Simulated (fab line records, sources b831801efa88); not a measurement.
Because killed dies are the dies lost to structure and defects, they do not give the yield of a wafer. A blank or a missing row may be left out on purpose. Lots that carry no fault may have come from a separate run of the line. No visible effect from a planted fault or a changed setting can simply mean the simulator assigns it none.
Which of the tools did it? | flow sky130 | 12 lots, 36 wafers sampled, at 6 steps of a route of 708

== WHAT THE GAUGES SHOWED, per wafer ==
SKY_POLY_GATE_CD_MEAS_13: the cd target is 150 nm.
lot  | measured     | on        | cd_nm (nm)
L411 | day 16 17:23 | cd_sem-02 | 148.8 149.7 150.2
L413 | day 17 11:41 | cd_sem-02 | 149.5 149.8 150.2
L414 | day 18 04:17 | cd_sem-02 | 151.5 152.5 152.8
L415 | day 18 09:59 | cd_sem-02 | 150.1 150.2 150.3
L416 | day 18 15:02 | cd_sem-02 | 151.6 151.4 150.4
L420 | day 19 23:09 | cd_sem-02 | 149.8 150.8 150.9
L419 | day 20 02:50 | cd_sem-01 | 149.2 148.6 149.5
L421 | day 20 03:11 | cd_sem-02 | 150.2 151.2 151.2
L424 | day 21 12:32 | cd_sem-01 | 149.3 148.2 148.7
L431 | day 24 14:50 | cd_sem-02 | 150.6 149.9 149.2
L432 | day 24 21:51 | cd_sem-01 | 150.0 149.5 149.1
L433 | day 25 04:41 | cd_sem-02 | 149.9 148.9 149.9

SKY_LI_CONTACT_THK_MEAS_01.
lot  | measured     | on            | LI_CONTACT_HDPCVD_THK (nm)
L411 | day 28 09:26 | film_metro-03 | 936 931 928
L413 | day 29 02:10 | film_metro-03 | 926 918 927
L414 | day 29 16:34 | film_metro-03 | 934 921 925
L415 | day 29 23:21 | film_metro-02 | 931 928 928
L416 | day 30 03:24 | film_metro-03 | 937 960 946
L420 | day 31 08:47 | film_metro-04 | 937 945 935
L419 | day 31 10:16 | film_metro-03 | 959 952 935
L421 | day 31 12:55 | film_metro-03 | 942 919 931
L424 | day 32 18:43 | film_metro-02 | 930 932 940
L431 | day 35 11:03 | film_metro-02 | 1481 931 1476
L432 | day 35 17:55 | film_metro-02 | 927 1457 924
L433 | day 36 02:30 | film_metro-02 | 934 948 933

SKY_CONTACT_THK_MEAS_03.
lot  | measured     | on            | CONTACT_HDPCVD_THK (nm)
L411 | day 30 21:01 | film_metro-04 | 568 566 570
L413 | day 31 12:58 | film_metro-04 | 559 563 565
L414 | day 32 02:14 | film_metro-03 | 560 554 561
L415 | day 32 09:05 | film_metro-03 | 573 575 568
L416 | day 32 13:37 | film_metro-04 | 550 565 558
L420 | day 33 18:31 | film_metro-04 | 568 574 570
L419 | day 33 20:17 | film_metro-03 | 563 564 562
L421 | day 33 22:28 | film_metro-01 | 574 560 571
L424 | day 35 02:53 | film_metro-01 | 562 572 566
L431 | day 37 18:31 | film_metro-04 | 563 569 569
L432 | day 38 01:41 | film_metro-01 | 558 561 553
L433 | day 38 09:55 | film_metro-04 | 561 560 560

== TOOL THAT RAN EACH LOT (tool first, then ch and the chambers of the sampled wafers, then the start) ==
lot  | SKY_LI_CONTACT_HDPCVD_00         | SKY_LI_CONTACT_CMP_02         | SKY_LOCAL_INTERCONNECT_SPUTTER_00
L411 | hdpcvd-01 ch 0,1,2, day 28 09:21 | cmp-02 ch 1,2,3, day 28 09:34 | pvd_sputter-03, day 29 16:02
L413 | hdpcvd-02 ch 0,1,2, day 29 02:04 | cmp-02 ch 0,2,3, day 29 02:13 | pvd_sputter-04, day 30 07:46
L414 | hdpcvd-02 ch 1,2, day 29 16:27   | cmp-01 ch 0,1,2, day 29 16:40 | pvd_sputter-03, day 30 21:46
L415 | hdpcvd-02 ch 0,1,2, day 29 23:15 | cmp-01 ch 1,2,3, day 29 23:28 | pvd_sputter-03, day 31 04:37
L416 | hdpcvd-01 ch 0,1,2, day 30 03:18 | cmp-01 ch 0,1,3, day 30 03:31 | pvd_sputter-04, day 31 08:50
L420 | hdpcvd-02 ch 0,2, day 31 08:40   | cmp-02 ch 0,1,3, day 31 08:50 | pvd_sputter-02, day 32 14:19
L419 | hdpcvd-01 ch 0,1, day 31 10:10   | cmp-01 ch 1,2, day 31 10:19   | pvd_sputter-02, day 32 15:42
L421 | hdpcvd-01 ch 0,1,2, day 31 12:49 | cmp-01 ch 0,2,3, day 31 13:02 | pvd_sputter-04, day 32 18:48
L424 | hdpcvd-02 ch 0,1, day 32 18:37   | cmp-02 ch 0,2,3, day 32 18:46 | pvd_sputter-04, day 33 22:46
L431 | hdpcvd-02 ch 0,2, day 35 10:57   | cmp-02 ch 0,2,3, day 35 11:13 | pvd_sputter-03, day 36 15:22
L432 | hdpcvd-02 ch 0,1, day 35 17:48   | cmp-01 ch 2,3, day 35 17:58   | pvd_sputter-03, day 36 22:16
L433 | hdpcvd-01 ch 0,1, day 36 02:24   | cmp-01 ch 0,2,3, day 36 03:03 | pvd_sputter-02, day 37 07:02
- SKY_LI_CONTACT_HDPCVD_00: deposits PSG, target thk 930 nm, time 155 s.
- SKY_LI_CONTACT_CMP_02: polishes PSG.
- SKY_LOCAL_INTERCONNECT_SPUTTER_00: material TiN, target thk 100 nm, time 83.3 s.

== WHAT THE TOOLS THEMSELVES READ (means of the sampled wafers that have a number; where no wafer has one, the mark that the record gives instead) ==
SKY_LI_CONTACT_HDPCVD_00.
lot  | tool      | run_length_s (s) | sih4_flow_sccm (sccm)
L411 | hdpcvd-01 | 182.8            | 60.02
L413 | hdpcvd-02 | 183.0            | 60.12
L414 | hdpcvd-02 | 183.1            | 60.13
L415 | hdpcvd-02 | 183.3            | 59.85
L416 | hdpcvd-01 | 182.6            | 60.03
L420 | hdpcvd-02 | 183.4            | 60.03
L419 | hdpcvd-01 | 182.7            | 59.89
L421 | hdpcvd-01 | 182.7            | 60.12
L424 | hdpcvd-02 | 183.7            | 59.94
L431 | hdpcvd-02 | 242.9            | 60.15
L432 | hdpcvd-02 | 213.3            | 59.92
L433 | hdpcvd-01 | 182.7            | 59.95

SKY_LI_CONTACT_CMP_02.
lot  | tool   | edge_zone_pressure_frac | motor_current_A (A) | time_to_endpoint_s (s)
L411 | cmp-02 | 0.996                   | 12.5                | 31
L413 | cmp-02 | 1.001                   | 11.9                | 33
L414 | cmp-01 | 1.002                   | 11.3                | 33
L415 | cmp-01 | 1.002                   | 11.9                | 30
L416 | cmp-01 | 0.999                   | 12.2                | 35
L420 | cmp-02 | 1.004                   | 11.8                | 31
L419 | cmp-01 | 1.001                   | 11.2                | 35
L421 | cmp-01 | 1.004                   | 11.4                | 32
L424 | cmp-02 | 1.000                   | 12.4                | 35
L431 | cmp-02 | 1.001                   | 12.4                | 67
L432 | cmp-01 | 1.000                   | 12.0                | 49
L433 | cmp-01 | 1.005                   | 11.5                | 34

SKY_LOCAL_INTERCONNECT_SPUTTER_00.
lot  | tool           | throttle_valve_pct (%)
L411 | pvd_sputter-03 | 30.1
L413 | pvd_sputter-04 | 29.7
L414 | pvd_sputter-03 | 30.7
L415 | pvd_sputter-03 | 30.6
L416 | pvd_sputter-04 | 29.6
L420 | pvd_sputter-02 | 31.1
L419 | pvd_sputter-02 | 30.0
L421 | pvd_sputter-04 | 29.8
L424 | pvd_sputter-04 | 29.7
L431 | pvd_sputter-03 | 30.8
L432 | pvd_sputter-03 | 30.7
L433 | pvd_sputter-02 | 30.5

== THE ANSWER, worked out from the rows above alone ==
Rule: the usual values come from the lots themselves. Put in order of their means at a reading, lots are off if they are a third of the lots or fewer, leave a main group of 4 or more, and stand apart from it by a gap of 3 or more times the standard deviation of the main group's means; of several such gaps the widest counts. A main group whose means are all the same, to the digits that the tables above print for the reading, isn't used. Also off: a lot with no number at a reading for which 4 or more lots have one. The other lots that the step has rows for count as sound. First the gauges in route order, then the tools' own readings, where a lot's mean is used as printed above. The first step at which some lot is off is used, and at that step the reading that is off furthest; a lot without a number counts as furthest.
Off: at SKY_LI_CONTACT_THK_MEAS_01 (LI_CONTACT_HDPCVD_THK), L431, L432. The main group has a mean of 935 nm with a standard deviation of 8.
If a tool, at a process step before that reading, ran all the lots that are off and no sound lot after the first of them, it fits. Not tried: the gauges at SKY_LI_CONTACT_THK_MEAS_01; whatever is off there is also off at SKY_LI_CONTACT_HDPCVD_00, on other tools, and gauge error can't account for it. One candidate fits, namely hdpcvd-02 at SKY_LI_CONTACT_HDPCVD_00. A fault onset in the window from L424 (day 32 18:37, its last sound lot) to L431 (day 35 10:57, its first lot off) fits.
On the lots that are off, the tool's own readings at SKY_LI_CONTACT_HDPCVD_00 differ by more than 5 times the standard deviation of the sound lots' means, which bears it out; run_length_s reads 228.1 s there versus 183.0 s on the sound lots.

== WHAT THE SIMULATOR PUT IN ==
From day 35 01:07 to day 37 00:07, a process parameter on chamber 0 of hdpcvd-02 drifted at SKY_LI_CONTACT_HDPCVD_00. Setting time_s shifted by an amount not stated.
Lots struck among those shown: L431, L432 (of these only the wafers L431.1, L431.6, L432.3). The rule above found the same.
